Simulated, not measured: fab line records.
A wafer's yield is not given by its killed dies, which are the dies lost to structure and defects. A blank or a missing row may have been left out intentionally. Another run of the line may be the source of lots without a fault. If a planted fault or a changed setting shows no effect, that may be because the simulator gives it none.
What tool caused it? ; flow sky130 ; 33 wafers from 11 lots sampled at 6 of the route's 708 steps

== WHAT THE GAUGES READ, wafer by wafer ==
SKY_METAL4_CD_MEAS_13 targets a cd of 300 nm. Usual: 299.3 nm for cdNm, sd 1.4.
lot;measured;on;cdNm (nm);flag
L162;day 43 00:53;cdSem-02;296.8 297.6 297.5;
L163;day 43 08:06;cdSem-01;298.6 298.3 300.2;
L166;day 44 03:01;cdSem-01;299.8 300.5 299.6;
L169;day 44 23:20;cdSem-01;298.1 298.7 298.0;
L170;day 45 08:03;cdSem-01;299.4 301.1 299.8;
L171;day 45 14:55;cdSem-01;296.5 297.0 298.8;
L173;day 46 04:27;cdSem-02;298.6 299.0 299.3;
L175;day 46 11:50;cdSem-02;298.9 300.3 300.6;
L176;day 46 16:54;cdSem-02;301.6 300.5 300.2;
L177;day 46 22:22;cdSem-02;298.6 298.8 300.2;
L180;day 47 12:16;cdSem-01;298.4 298.0 298.4;

SKY_METAL5_RS_MEAS_05: measures by four-point-probe. Usual: for METAL5_ALCU_RS the level is 0.02715 ohm/sq and the standard deviation is 0.0003.
lot;measured;on;METAL5_ALCU_RS (ohm/sq);flag
L162;day 44 02:15;filmMetro-03;0.02686 0.0269 0.02707;
L163;day 44 09:08;filmMetro-01;0.02649 0.02699 0.02708;
L166;day 45 05:05;filmMetro-02;0.02737 0.0278 0.02736;
L169;day 45 22:35;filmMetro-03;0.0276 0.02783 0.02739;
L170;day 46 08:08;filmMetro-03;0.02678 0.0267 0.02712;
L171;day 46 14:33;filmMetro-02;0.02702 0.02705 0.02732;
L173;day 47 04:40;filmMetro-03;0.02716 0.02702 0.02753;
L175;day 47 10:30;filmMetro-01;8.6549 8.7414 8.6962;OFF
L176;day 47 16:04;filmMetro-03;8.7328 8.7436 8.7057;OFF
L177;day 47 21:39;filmMetro-02;0.02737 0.02741 0.02715;
L180;day 48 10:56;filmMetro-02;0.02695 0.02687 0.02703;

SKY_METAL5_THK_MEAS_06: measures by xrf. Usual: for METAL5_ALCU_THK the level is 1130 nm and the standard deviation is 13.
lot;measured;on;METAL5_ALCU_THK (nm);flag
L162;day 44 02:21;filmMetro-03;1132 1144 1131;
L163;day 44 09:15;filmMetro-01;1155 1130 1125;
L166;day 45 05:12;filmMetro-02;1124 1107 1120;
L169;day 45 22:42;filmMetro-03;1116 1107 1124;
L170;day 46 08:14;filmMetro-03;1140 1153 1132;
L171;day 46 14:40;filmMetro-02;1141 1145 1129;
L173;day 47 04:47;filmMetro-03;1121 1128 1109;
L175;day 47 10:37;filmMetro-01;<1 <1 <1;OFF
L176;day 47 16:10;filmMetro-03;<1 <1 <1;OFF
L177;day 47 21:46;filmMetro-02;1135 1125 1142;
L180;day 48 11:03;filmMetro-02;1148 1146 1148;

SKY_PASSIVATION_THK_MEAS_01. Usual: for PASSIVATION_CVD_00_THK the level is 89.9 nm and the standard deviation is 1.2.
lot;measured;on;PASSIVATION_CVD_00_THK (nm);flag
L162;day 45 01:10;filmMetro-04;88.7 89.4 88.7;
L163;day 45 08:04;filmMetro-02;89.1 88.6 90.4;
L166;day 46 03:24;filmMetro-04;89.1 88.5 91.8;
L169;day 46 20:04;filmMetro-04;88.6 88.9 90.5;
L170;day 47 04:52;filmMetro-04;90.2 91.7 90.7;
L171;day 47 11:15;filmMetro-04;90.8 88.8 91.9;
L173;day 48 01:14;filmMetro-02;90.6 90.4 91.2;
L177;day 48 16:49;filmMetro-04;90.2 89.8 92.9;
L180;day 49 05:35;filmMetro-02;89.2 90.0 90.7;

== EACH LOT AND THE TOOL THAT RAN IT (in order: tool; ch and the chambers of the sampled wafers; start) ==
lot;SKY_VIA4_CVD_18;SKY_METAL5_SPUTTER_02
L162;cvdW-01 ch 0,1, day 44 01:28;pvdSputter-03, day 44 02:06
L163;cvdW-02 ch 0,1, day 44 08:20;pvdSputter-01, day 44 09:01
L166;cvdW-01 ch 0,1, day 45 04:17;pvdSputter-02, day 45 04:58
L169;cvdW-01 ch 0,1, day 45 21:47;pvdSputter-02, day 45 22:28
L170;cvdW-02 ch 0,1, day 46 06:56;pvdSputter-01, day 46 07:58
L171;cvdW-01 ch 0,1, day 46 13:44;pvdSputter-01, day 46 14:26
L173;cvdW-01 ch 0,1, day 47 03:51;pvdSputter-02, day 47 04:32
L175;cvdW-01 ch 0,1, day 47 09:29;pvdSputter-03, day 47 10:22
L176;cvdW-01 ch 0,1, day 47 15:16;pvdSputter-03, day 47 15:54
L177;cvdW-02 ch 0,1, day 47 20:43;pvdSputter-03, day 47 21:32
L180;cvdW-01 ch 0,1, day 48 10:07;pvdSputter-03, day 48 10:48
- SKY_VIA4_CVD_18: deposits W, target thk 505 nm, time 152.14 s.
- SKY_METAL5_SPUTTER_02: material AlCu, target thk 1150 nm, time 61.2 s.

== WHAT THE TOOLS THEMSELVES READ (means of the sampled wafers that have a number; where no wafer has one, the mark that the record gives instead) ==
SKY_VIA4_CVD_18. Usual: chamberPressureTorr 39.99 Torr, standard deviation 0.082; heaterPowerW 793 W, standard deviation 85.
lot;tool;chamberPressureTorr (Torr);heaterPowerW (W);flag
L162;cvdW-01;39.97;868;
L163;cvdW-02;39.96;721;
L166;cvdW-01;40.03;868;
L169;cvdW-01;39.90;869;
L170;cvdW-02;40.01;734;
L171;cvdW-01;40.03;807;
L173;cvdW-01;39.91;811;
L175;cvdW-01;40.08;804;
L176;cvdW-01;40.01;863;
L177;cvdW-02;39.94;727;
L180;cvdW-01;40.02;802;

SKY_METAL5_SPUTTER_02. Usual: cathodeDcPowerW 10600 W, standard deviation 2; chamberPressurePa 0.4001 Pa, standard deviation 0.00079; throttleValvePct 29.9 %, standard deviation 1.1.
lot;tool;cathodeDcPowerW (W);chamberPressurePa (Pa);throttleValvePct (%);flag
L162;pvdSputter-03;10599;0.3991;30.2;
L163;pvdSputter-01;10599;0.3998;30.8;
L166;pvdSputter-02;10602;0.3998;29.5;
L169;pvdSputter-02;10601;0.4006;29.4;
L170;pvdSputter-01;10599;0.3998;30.6;
L171;pvdSputter-01;10599;0.4003;30.7;
L173;pvdSputter-02;10600;0.3998;28.8;
L175;pvdSputter-03;-;-;-;OFF
L176;pvdSputter-03;-;-;-;OFF
L177;pvdSputter-03;10602;0.4001;30.0;
L180;pvdSputter-03;10601;0.3999;29.3;

== THE ANSWER, worked out from the rows above alone ==
Rule: a lot counts as off when the mean over its wafers that have a number is more than 3 standard deviations away from the usual mean. A lot without any number at a reading at which 4 lots or more have one is off too. Any other lot the step has rows for is counted as sound. The gauges are gone through in route order, then the tools' own readings, and for those a lot's mean is taken as printed above. The first step at which some lot is off is used, and at that step the reading that is off furthest; a lot without a number counts as furthest.
Off: at SKY_METAL5_RS_MEAS_05 (METAL5_ALCU_RS), L175, L176.
A tool fits if, at a process step before that reading, it ran every lot that is off, and no sound lot after the first of them. Not tried: the gauges at SKY_METAL5_RS_MEAS_05; whatever is off there is also off at SKY_METAL5_SPUTTER_02, on other tools, and gauge error can't account for it. Not one of the candidates tried fits.

== WHAT THE SIMULATOR PUT IN ==
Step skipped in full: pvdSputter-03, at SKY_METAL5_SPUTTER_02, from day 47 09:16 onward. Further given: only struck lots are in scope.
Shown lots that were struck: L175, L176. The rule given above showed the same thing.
